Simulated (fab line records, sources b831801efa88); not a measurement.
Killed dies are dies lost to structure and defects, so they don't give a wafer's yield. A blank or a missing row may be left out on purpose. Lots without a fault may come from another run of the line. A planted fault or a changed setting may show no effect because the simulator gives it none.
A struck lot beside a sound one | flow sfq_line | 13 steps out of a route of 325
Sound: wafers L576.3, L576.4, L576.6. Struck: wafer L567.6. (L567.1, L567.5 of the same lot were not struck and are left out.) The cause comes at the end.
At each step with rows: each side's tool, then ch and its chambers, then its first start. Under that, the readings that differ: sound wafers | struck wafers | difference of the means | sigmas: that difference in standard deviations of wafers without a fault.
alike: readings whose means differ by less than 2 such deviations, and words and numbers that are the same on both sides. not compared: withheld readings, readings that some wafer has no value for, bounds like >300 that may hide the same value, and numbers for which the record gives no deviation and whose values overlap.
The two part at a step that has a row with sigmas, a row that says differs or no value, or rows on one side only. Numbers that don't overlap but have no deviation are shown without sigmas and don't part them. A reading that every wafer of one side lacks parts them only if that side has two wafers or more.

SFQ_INCOMING_BOW_MEAS_900:
  sound on film_metro-04, day 5 14:02; struck on film_metro-03, day 3 17:00
  alike: INCOMING_BOW
then, 1 step without rows for these wafers: SFQ_TRILAYER_INCOMING_OXIDATION_002 (target thk 500 nm, ox time 4939 s).
SFQ_TRILAYER_L0_DEP_SPUTTER_003: material MoNx KI, target thk 40 nm, time 100 s.
  sound on pvd_sputter-05, day 5 16:29; struck on pvd_sputter-06, day 3 19:29
  reading                | sound          | struck | difference | sigmas
  throttle_valve_pct (%) | 29.8 28.6 28.6 | 27.6   | -1.4       | -2
SFQ_L0_RS_MEAS_901: measures by four-point-probe.
  sound on film_metro-04, day 5 16:36; struck on film_metro-04, day 3 19:34
  alike: L0_MONX_KI_RS
SFQ_L0_THK_MEAS_902: measures by xrf.
  sound on film_metro-04, day 5 16:42; struck on film_metro-04, day 3 19:41
  alike: L0_MONX_KI_THK
then, 6 steps without rows for these wafers: SFQ_TRILAYER_L0_LITHO_COAT_010 (resist thk 62 nm); SFQ_TRILAYER_L0_LITHO_COAT_005 (resist thk 600 nm); SFQ_TRILAYER_L0_LITHO_SOFTBAKE_009; SFQ_TRILAYER_L0_LITHO_EXPOSE_006 (exposes mask L0, target cd 2000 nm); SFQ_TRILAYER_L0_LITHO_PEB_008 (peb time 60 s); SFQ_TRILAYER_L0_LITHO_DEVELOP_007 (time 60 s).
-- the record jumps here: 3 days lie between the struck wafers' starts before and after --
SFQ_TRILAYER_L0_BARC_OPEN_METAL_ETCH_010: etches BARC in O2, target depth 125 nm, time 41.7 s.
  sound on rie_metal-02 ch 0,1, day 9 06:28; struck on rie_metal-02 ch 1, day 6 09:44
  reading               | sound             | struck | difference | sigmas
  oes_product_au (a.u.) | 0.684 0.680 0.690 | 0.666  | -0.019     | -5
  run_length_s (s)      | 70.5 70.2 70.6    | 72.6   | +2.2       | +5
  alike: drypump_motor_current_A, rf_fwd_power_W
  not compared: rf_hours_counter_h
SFQ_TRILAYER_L0_ETCH_METAL_ETCH_008: etches MoNx KI in SF6/O2, stops on SiO2, target depth 50 nm, time 25 s.
  sound on rie_metal-02 ch 0,1, day 9 06:31; struck on rie_metal-02 ch 1, day 6 09:48
  alike: drypump_motor_current_A, oes_product_au, rf_fwd_power_W, run_length_s
  not compared: rf_hours_counter_h

WHERE THEY PART
First at SFQ_TRILAYER_L0_DEP_SPUTTER_003; last, within this record, at SFQ_TRILAYER_L0_BARC_OPEN_METAL_ETCH_010. Later steps at which nothing parts them and some readings are alike: SFQ_TRILAYER_L0_ETCH_METAL_ETCH_008.

WHY: what the simulator had put in
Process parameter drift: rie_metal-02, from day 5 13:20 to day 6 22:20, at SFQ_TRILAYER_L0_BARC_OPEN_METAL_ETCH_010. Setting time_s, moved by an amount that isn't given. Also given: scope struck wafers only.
